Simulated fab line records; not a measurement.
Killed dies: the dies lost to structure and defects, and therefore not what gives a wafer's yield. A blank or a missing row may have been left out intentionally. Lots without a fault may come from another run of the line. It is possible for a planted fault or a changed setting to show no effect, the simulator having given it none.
Which of the tools did it?    flow sky130    Sampling: 15 lots, 45 wafers, 4 of 708 route steps

## WHAT THE GAUGES READ, wafer by wafer
SKY_PWDE_OVL_MEAS_07.
lot   measured     on          PWDE_OVL (nm)
L316  day 3 18:39  overlay-01  -1.2 -2.0 -1.0
L317  day 4 01:23  overlay-02  -0.4 -0.7 0.8
L319  day 4 11:56  overlay-02  0.4 -0.5 -2.1
L320  day 4 17:05  overlay-01  2.8 2.7 2.1
L322  day 5 08:23  overlay-01  -2.2 -1.0 0.2
L324  day 5 18:29  overlay-02  -1.7 0.6 0.3
L331  day 7 14:07  overlay-02  0.9 -0.8 -0.8
L332  day 7 21:11  overlay-01  0.5 0.5 1.6
L333  day 8 02:23  overlay-02  -2.3 -1.2 -1.7
L334  day 8 09:26  overlay-01  0.7 -0.6 -0.5
L335  day 8 11:35  overlay-01  -0.4 -0.1 -1.6
L336  day 8 17:27  overlay-02  0.1 0.1 -0.4
L337  day 8 20:53  overlay-02  -2.2 -3.1 -1.6
L339  day 9 05:30  overlay-02  -0.7 -0.3 -0.1
L338  day 9 06:38  overlay-01  0.5 2.4 0.8

SKY_PWDE_TW_MEAS_10.
lot   measured     on             PWDE_TW
L316  day 3 18:56  film-metro-04  372 372 370
L317  day 4 01:40  film-metro-03  377 379 377
L319  day 4 12:13  film-metro-04  375 373 372
L320  day 4 17:22  film-metro-03  377 377 379
L322  day 5 08:40  film-metro-02  381 383 380
L324  day 5 18:46  film-metro-02  380 378 381
L331  day 7 14:25  film-metro-02  380 382 381
L332  day 7 21:29  film-metro-02  383 382 381
L333  day 8 02:40  film-metro-02  378 379 379
L334  day 8 09:43  film-metro-02  378 379 380
L335  day 8 11:52  film-metro-03  374 376 374
L336  day 8 17:44  film-metro-02  378 379 377
L337  day 8 21:10  film-metro-03  374 374 377
L339  day 9 05:47  film-metro-04  372 370 373
L338  day 9 06:55  film-metro-02  378 379 381

SKY_VT_ADJUST_LVTN_TW_MEAS_10.
lot   measured      on             VT_ADJUST_LVTN_TW
L316  day 6 18:31   film-metro-01  239.1 238.8 239.9
L317  day 7 01:06   film-metro-02  245.9 245.2 246.5
L319  day 7 14:50   film-metro-02  245.7 246.9 245.8
L320  day 7 19:48   film-metro-01  238.6 240.1 240.4
L322  day 8 13:23   film-metro-01  237.2 238.0 238.9
L324  day 9 00:32   film-metro-01  239.2 237.3 238.8
L331  day 11 06:02  film-metro-02  244.4 244.3 243.0
L332  day 11 14:54  film-metro-04  240.7 240.6 239.7
L333  day 11 21:37  film-metro-01  238.6 239.9 238.1
L334  day 12 04:55  film-metro-01  239.1 240.5 238.2
L335  day 12 09:16  film-metro-02  244.4 243.8 245.3
L336  day 12 13:41  film-metro-02  244.9 245.0 243.8
L337  day 12 18:01  film-metro-02  244.7 245.6 245.0
L339  day 13 01:31  film-metro-02  245.4 245.1 245.9
L338  day 13 05:13  film-metro-04  240.7 240.4 241.9

## EACH LOT AND THE TOOL THAT RAN IT (in order: tool; ch and the chambers of the sampled wafers; start)
lot   SKY_VT_ADJUST_HVTP_PEB_05
L316  litho-track-03 ch 0, day 5 23:22
L317  litho-track-03 ch 0, day 6 05:30
L319  litho-track-04 ch 0, day 6 18:04
L320  litho-track-03 ch 0, day 6 23:54
L322  litho-track-01 ch 0, day 7 16:03
L324  litho-track-01 ch 0, day 8 02:29
L331  litho-track-03, day 10 06:13
L332  litho-track-04, day 10 14:38
L333  litho-track-04, day 10 20:43
L334  litho-track-01 ch 0, day 11 04:24
L335  litho-track-03 ch 0, day 11 08:18
L336  litho-track-03 ch 0, day 11 13:28
L337  litho-track-01 ch 0, day 11 16:42
L339  litho-track-03 ch 0, day 12 01:25
L338  litho-track-04 ch 0, day 12 03:56
- SKY_VT_ADJUST_HVTP_PEB_05

## WHAT THE TOOLS THEMSELVES READ (means of the sampled wafers that have a number; where no wafer has one, the mark that the record gives instead)
SKY_VT_ADJUST_HVTP_PEB_05.
lot   tool            exhaust-pa (Pa)
L316  litho-track-03  44.2
L317  litho-track-03  45.3
L319  litho-track-04  44.6
L320  litho-track-03  45.7
L322  litho-track-01  45.3
L324  litho-track-01  44.9
L331  litho-track-03  -
L332  litho-track-04  -
L333  litho-track-04  -
L334  litho-track-01  44.2
L335  litho-track-03  46.0
L336  litho-track-03  44.8
L337  litho-track-01  45.0
L339  litho-track-03  45.1
L338  litho-track-04  44.3

## THE ANSWER, worked out from the rows above alone
Rule: what is usual is taken from the lots themselves. Put in order of their means at a reading, lots are off if they are a third of the lots or fewer, leave a main group of 4 or more, and stand apart from it by a gap of 3 or more times the standard deviation of the main group's means; of several such gaps the widest counts. If all means in a main group match to the digits the tables above print for the reading, that group is not used. Also off: a lot with no number at a reading for which 4 or more lots have one. All remaining lots with rows at the step are treated as sound. The gauges are gone through in route order, then the tools' own readings, and for those a lot's mean is taken as printed above. The first step at which some lot is off is used, and at that step the reading that is off furthest; a lot without a number counts as furthest.
Off, at SKY_VT_ADJUST_HVTP_PEB_05 on exhaust-pa: L331, L332, L333. Without a number there: L331, L332, L333. The main group has a mean of 45.0 Pa with a standard deviation of 0.55.
A tool fits if, at that step or a process step before it, it ran every lot that is off, and no sound lot after the first of them. Of those tried, none fits.

## WHAT WAS PUT IN BY THE SIMULATOR
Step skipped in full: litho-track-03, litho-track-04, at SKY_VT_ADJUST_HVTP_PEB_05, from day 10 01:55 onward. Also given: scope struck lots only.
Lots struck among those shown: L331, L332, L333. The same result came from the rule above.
